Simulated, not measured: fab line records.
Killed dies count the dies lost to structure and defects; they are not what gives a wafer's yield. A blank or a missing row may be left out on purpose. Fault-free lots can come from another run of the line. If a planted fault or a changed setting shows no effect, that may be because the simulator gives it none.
Which tool did it?    flow sky130    72 wafers from 24 lots sampled at 6 of the route's 708 steps

WHAT EACH GAUGE READ, for each wafer
SKY_POLY_GATE_CD_MEAS_22. Usual: cd-nm at 150 nm, with a standard deviation of 3.2.
lot   measured      on         cd-nm (nm)   flag
L074  day 16 20:32  cd-sem-02  154 155 150  
L075  day 16 23:41  cd-sem-01  151 148 147  
L076  day 17 12:11  cd-sem-02  149 151 152  
L077  day 17 19:53  cd-sem-02  150 150 158  
L078  day 18 01:27  cd-sem-02  147 148 148  
L079  day 19 02:28  cd-sem-02  148 153 149  
L080  day 19 03:28  cd-sem-01  150 149 149  
L081  day 19 13:05  cd-sem-01  149 153 148  
L082  day 19 18:35  cd-sem-02  153 150 156  
L083  day 20 09:39  cd-sem-02  152 151 152  
L084  day 20 09:44  cd-sem-01  149 151 149  
L085  day 20 17:58  cd-sem-02  148 151 151  
L086  day 21 00:53  cd-sem-01  152 149 144  
L087  day 21 12:41  cd-sem-02  148 146 142  
L088  day 21 21:13  cd-sem-01  152 155 149  
L089  day 22 00:20  cd-sem-01  153 154 151  
L090  day 22 07:46  cd-sem-01  146 151 148  
L091  day 22 13:11  cd-sem-02  145 150 151  
L092  day 23 04:30  cd-sem-01  148 150 145  
L093  day 23 14:53  cd-sem-01  147 143 146  
L094  day 23 18:16  cd-sem-01  146 150 151  
L095  day 24 06:47  cd-sem-02  150 148 144  
L096  day 24 14:07  cd-sem-02  148 151 148  
L097  day 24 19:57  cd-sem-02  149 150 147  

SKY_LI_CONTACT_OVL_MEAS_13. Usual: LI_CONTACT_OVL typically reads -3 nm, with standard deviation 5.7.
lot   measured      on          LI_CONTACT_OVL (nm)  flag
L074  day 29 11:34  overlay-02  5 3 -4               
L075  day 29 14:16  overlay-02  -6 -11 -5            
L076  day 30 02:39  overlay-01  -6 -2 5              
L077  day 30 12:22  overlay-01  5 -3 5               
L078  day 30 16:28  overlay-01  1 -1 -5              
L079  day 31 15:29  overlay-02  -7 -15 0             
L080  day 31 18:40  overlay-01  -6 -12 -1            
L081  day 31 22:07  overlay-01  3 -3 -11             
L082  day 32 07:14  overlay-02  -7 3 -5              
L083  day 32 15:24  overlay-02  -6 -8 -1             
L084  day 32 19:38  overlay-02  2 -8 4               
L085  day 33 00:04  overlay-02  -11 -6 -13           
L086  day 33 08:04  overlay-01  -4 -4 -8             
L087  day 33 17:10  overlay-02  -11 -2 -8            
L088  day 34 04:46  overlay-02  2 -2 2               
L089  day 34 05:44  overlay-02  -3 -4 -13            
L090  day 34 06:58  overlay-01  1 8 2                
L091  day 34 15:18  overlay-01  -2 -5 -10            
L092  day 35 06:49  overlay-02  -15 -10 -2           
L093  day 35 15:58  overlay-02  -15 -5 -10           
L094  day 35 17:46  overlay-02  5 4 1                
L095  day 36 05:28  overlay-02  -2 2 -4              
L096  day 36 09:08  overlay-02  -6 -3 -4             
L097  day 36 16:22  overlay-02  1 -4 -2              

SKY_CAPM_OVL_MEAS_12. Usual: CAPM_OVL typically reads -1.2 nm, with standard deviation 1.3.
lot   measured      on          CAPM_OVL (nm)   flag
L074  day 37 18:24  overlay-02  -2.1 -2.0 -0.2  
L075  day 37 20:39  overlay-01  -3.2 -3.1 -1.9  
L076  day 38 09:18  overlay-01  0.8 -1.2 -1.3   
L077  day 38 16:51  overlay-02  -1.1 -0.1 -1.9  
L078  day 38 20:42  overlay-01  -2.1 -2.9 -2.4  
L079  day 39 19:22  overlay-02  -0.3 -1.3 1.5   
L080  day 39 22:30  overlay-02  0.7 0.1 0.2     
L081  day 40 00:21  overlay-02  -1.1 -0.8 1.3   
L082  day 40 09:51  overlay-02  0.7 0.2 0.5     
L083  day 40 16:27  overlay-01  -0.4 0.1 -0.2   
L084  day 40 19:55  overlay-02  -0.9 -1.5 -0.2  
L085  day 40 22:48  overlay-01  -4.0 -1.9 -1.4  
L086  day 41 07:15  overlay-01  -3.3 -0.7 -2.7  
L087  day 41 14:18  overlay-01  -4.5 -3.7 -2.6  
L088  day 42 03:09  overlay-02  0.4 -2.1 -1.3   
L089  day 42 04:00  overlay-02  0.8 1.2 1.1     
L090  day 42 04:19  overlay-01  -1.6 -1.2 -1.2  
L091  day 42 12:24  overlay-02  -0.7 0.4 0.1    
L092  day 43 01:27  overlay-02  -2.3 -2.1 -0.3  
L093  day 43 12:09  overlay-02  1.6 0.3 -1.2    
L094  day 43 10:51  overlay-01  -1.7 -3.2 -3.3  
L095  day 43 23:51  overlay-02  -3.2 -1.9 -3.0  
L096  day 44 01:31  overlay-01  -1.8 -1.6 0.7   
L097  day 44 07:06  overlay-02  -2.4 0.2 -0.8   

WHICH TOOL RAN EACH LOT (tool, then ch and the chambers of the sampled wafers, then the start)
lot   SKY_FIELD_ISO_STRIP_16               SKY_DNWELL_STRIP_08                  SKY_VIA2_CVD_21
L074  plasma-asher-01 ch 0,1, day 2 06:18  plasma-asher-04 ch 0,1, day 3 07:26  cvd-w-01 ch 0,1, day 36 16:02
L075  plasma-asher-02 ch 0,1, day 2 10:21  plasma-asher-03 ch 0,1, day 3 08:09  cvd-w-01 ch 0,1, day 36 18:02
L076  plasma-asher-03 ch 0,1, day 2 15:34  plasma-asher-02 ch 0,1, day 3 15:41  cvd-w-01 ch 0, day 37 05:52
L077  plasma-asher-02 ch 0,1, day 2 20:00  plasma-asher-03 ch 0,1, day 3 20:36  cvd-w-01 ch 0, day 37 14:04
L078  plasma-asher-03 ch 0,1, day 3 03:00  plasma-asher-03 ch 0,1, day 4 01:51  cvd-w-02 ch 0,1, day 37 17:35
L079  plasma-asher-01 ch 0,1, day 3 09:06  plasma-asher-03 ch 0,1, day 4 07:35  cvd-w-02 ch 0,1, day 38 17:52
L080  plasma-asher-02 ch 0,1, day 3 13:24  plasma-asher-02 ch 0,1, day 4 13:41  cvd-w-02 ch 0,1, day 38 20:35
L081  plasma-asher-02 ch 1, day 3 20:19    plasma-asher-02 ch 0, day 4 20:08    cvd-w-02 ch 0,1, day 38 22:08
L082  plasma-asher-02 ch 0,1, day 3 23:42  plasma-asher-04 ch 0,1, day 5 00:05  cvd-w-02 ch 0,1, day 39 07:55
L083  plasma-asher-03 ch 0,1, day 4 02:16  plasma-asher-03 ch 0,1, day 5 03:12  cvd-w-02 ch 0,1, day 39 15:32
L084  plasma-asher-02 ch 0,1, day 4 08:30  plasma-asher-02 ch 0,1, day 5 10:17  cvd-w-02 ch 0,1, day 39 19:13
L085  plasma-asher-03 ch 0, day 4 14:46    plasma-asher-02 ch 0,1, day 5 14:59  cvd-w-02 ch 0,1, day 39 22:36
L086  plasma-asher-01 ch 0,1, day 4 19:25  plasma-asher-03 ch 0,1, day 5 19:48  cvd-w-02 ch 0,1, day 40 06:41
L087  plasma-asher-01 ch 0,1, day 5 01:42  plasma-asher-04 ch 0,1, day 6 01:44  cvd-w-02 ch 0,1, day 40 13:18
L088  plasma-asher-01 ch 0,1, day 5 06:54  plasma-asher-04 ch 0,1, day 6 09:20  cvd-w-01 ch 0,1, day 41 01:54
L089  plasma-asher-03 ch 0,1, day 5 11:22  plasma-asher-04 ch 0,1, day 6 12:03  cvd-w-01 ch 0,1, day 41 02:36
L090  plasma-asher-03 ch 0,1, day 5 15:09  plasma-asher-02 ch 0,1, day 6 15:35  cvd-w-02 ch 0,1, day 41 03:03
L091  plasma-asher-02 ch 0,1, day 5 20:13  plasma-asher-02 ch 1, day 6 20:57    cvd-w-01 ch 0,1, day 41 11:08
L092  plasma-asher-01 ch 0,1, day 6 01:31  plasma-asher-02 ch 0,1, day 7 03:48  cvd-w-01 ch 0,1, day 42 01:02
L093  plasma-asher-02 ch 0,1, day 6 08:46  plasma-asher-04 ch 1, day 7 11:00    cvd-w-01 ch 0,1, day 42 12:08
L094  plasma-asher-02 ch 0,1, day 6 13:54  plasma-asher-02 ch 0,1, day 7 15:36  cvd-w-02 ch 0,1, day 42 11:26
L095  plasma-asher-01 ch 0,1, day 6 19:06  plasma-asher-02 ch 0, day 7 21:57    cvd-w-02 ch 0,1, day 42 22:57
L096  plasma-asher-02 ch 0,1, day 6 23:00  plasma-asher-04 ch 0,1, day 8 01:59  cvd-w-02 ch 0,1, day 43 01:37
L097  plasma-asher-03 ch 0,1, day 7 06:22  plasma-asher-03 ch 0,1, day 8 10:15  cvd-w-01 ch 0,1, day 43 08:25
- SKY_FIELD_ISO_STRIP_16: strips in O2/N2.
- SKY_DNWELL_STRIP_08: strips in O2/N2.
- SKY_VIA2_CVD_21: deposits W, target thk 420 nm, time 126.4 s.

WHAT THE TOOLS THEMSELVES READ (means of the sampled wafers that have a number; where no wafer has one, the mark that the record gives instead)
SKY_FIELD_ISO_STRIP_16. Usual: drypump-motor-current-A 5.6 A, standard deviation 0.4; o2-flow-sccm 3000 sccm, standard deviation 8.4; oes-product-au 0.378 a.u., standard deviation 0.0048; strip-time-to-endpoint-s 3.54 s, standard deviation 0.048.
lot   tool             drypump-motor-current-A (A)  o2-flow-sccm (sccm)  oes-product-au (a.u.)  strip-time-to-endpoint-s (s)  flag
L074  plasma-asher-01  5.8                          3000                 0.379                  3.56                          
L075  plasma-asher-02  5.2                          3000                 0.380                  3.60                          
L076  plasma-asher-03  6.1                          3005                 0.378                  3.54                          
L077  plasma-asher-02  5.2                          2990                 0.380                  3.52                          
L078  plasma-asher-03  6.0                          2993                 0.378                  3.56                          
L079  plasma-asher-01  5.6                          2999                 0.374                  3.52                          
L080  plasma-asher-02  5.1                          3004                 0.375                  3.54                          
L081  plasma-asher-02  5.1                          2996                 0.379                  3.54                          
L082  plasma-asher-02  5.2                          2997                 0.378                  3.56                          
L083  plasma-asher-03  6.0                          2994                 0.377                  3.53                          
L084  plasma-asher-02  5.1                          3006                 0.378                  3.52                          
L085  plasma-asher-03  6.1                          3006                 0.376                  3.61                          
L086  plasma-asher-01  5.6                          3001                 0.381                  3.58                          
L087  plasma-asher-01  5.8                          2996                 0.378                  3.54                          
L088  plasma-asher-01  5.5                          3009                 0.378                  3.56                          
L089  plasma-asher-03  6.1                          3008                 0.376                  3.44                          
L090  plasma-asher-03  6.0                          3004                 0.384                  3.57                          
L091  plasma-asher-02  5.1                          2997                 0.379                  3.56                          
L092  plasma-asher-01  5.8                          3002                 0.383                  3.56                          
L093  plasma-asher-02  5.2                          3005                 0.379                  3.53                          
L094  plasma-asher-02  5.2                          2997                 0.377                  3.47                          
L095  plasma-asher-01  5.8                          2999                 0.378                  3.51                          
L096  plasma-asher-02  5.2                          2993                 0.381                  3.56                          
L097  plasma-asher-03  6.1                          2992                 0.379                  3.54                          

SKY_DNWELL_STRIP_08. Usual: drypump-motor-current-A 5.5 A, standard deviation 0.5; o2-flow-sccm 3000 sccm, standard deviation 8.7; oes-product-au 0.723 a.u., standard deviation 0.0043; strip-time-to-endpoint-s 36.96 s, standard deviation 0.12.
lot   tool             drypump-motor-current-A (A)  o2-flow-sccm (sccm)  oes-product-au (a.u.)  strip-time-to-endpoint-s (s)  flag
L074  plasma-asher-04  5.2                          3003                 0.723                  37.02                         
L075  plasma-asher-03  6.0                          3000                 0.723                  37.14                         
L076  plasma-asher-02  5.1                          2998                 0.717                  37.04                         
L077  plasma-asher-03  6.0                          3010                 0.722                  37.10                         
L078  plasma-asher-03  6.0                          3004                 0.724                  37.14                         
L079  plasma-asher-03  6.1                          2996                 0.725                  36.90                         
L080  plasma-asher-02  5.1                          3000                 0.725                  36.99                         
L081  plasma-asher-02  5.2                          2987                 0.724                  36.98                         
L082  plasma-asher-04  5.2                          2994                 0.721                  36.87                         
L083  plasma-asher-03  6.0                          3001                 0.724                  36.78                         
L084  plasma-asher-02  5.1                          3015                 0.722                  36.88                         
L085  plasma-asher-02  5.1                          2992                 0.721                  37.10                         
L086  plasma-asher-03  6.1                          2999                 0.720                  36.76                         
L087  plasma-asher-04  5.7                          3001                 0.720                  36.81                         
L088  plasma-asher-04  5.7                          2992                 0.720                  37.00                         
L089  plasma-asher-04  5.2                          2997                 0.720                  36.86                         
L090  plasma-asher-02  5.2                          2991                 0.723                  37.01                         
L091  plasma-asher-02  5.1                          3000                 0.726                  37.03                         
L092  plasma-asher-02  5.2                          3000                 0.722                  36.98                         
L093  plasma-asher-04  6.1                          3004                 0.721                  36.89                         
L094  plasma-asher-02  5.2                          3002                 0.719                  37.07                         
L095  plasma-asher-02  5.2                          3006                 0.724                  37.05                         
L096  plasma-asher-04  5.7                          2999                 0.718                  36.95                         
L097  plasma-asher-03  6.0                          2990                 0.723                  36.89                         

SKY_VIA2_CVD_21. Usual: heater-power-w at 807 W, with a standard deviation of 99.
lot   tool      heater-power-w (W)  flag
L074  cvd-w-01  736                 
L075  cvd-w-01  755                 
L076  cvd-w-01  690                 
L077  cvd-w-01  684                 
L078  cvd-w-02  872                 
L079  cvd-w-02  880                 
L080  cvd-w-02  827                 
L081  cvd-w-02  864                 
L082  cvd-w-02  891                 
L083  cvd-w-02  802                 
L084  cvd-w-02  872                 
L085  cvd-w-02  822                 
L086  cvd-w-02  811                 
L087  cvd-w-02  881                 
L088  cvd-w-01  771                 
L089  cvd-w-01  736                 
L090  cvd-w-02  875                 
L091  cvd-w-01  788                 
L092  cvd-w-01  721                 
L093  cvd-w-01  773                 
L094  cvd-w-02  885                 
L095  cvd-w-02  813                 
L096  cvd-w-02  895                 
L097  cvd-w-01  786                 

THE ANSWER, worked out from the rows above alone
Rule: lot off if the mean of its wafers having a number is beyond 3 standard deviations from the usual mean. Also off: a lot with no number at a reading for which 4 or more lots have one. The other lots that the step has rows for count as sound. First the gauges in route order, then the tools' own readings, where a lot's mean is used as printed above. At the first step where some lot is off, the reading lying furthest off is the one used; lots without a number count as furthest.
Across all readings shown, no lot is off: no conclusion can be drawn from this.

WHAT THE SIMULATOR PUT IN
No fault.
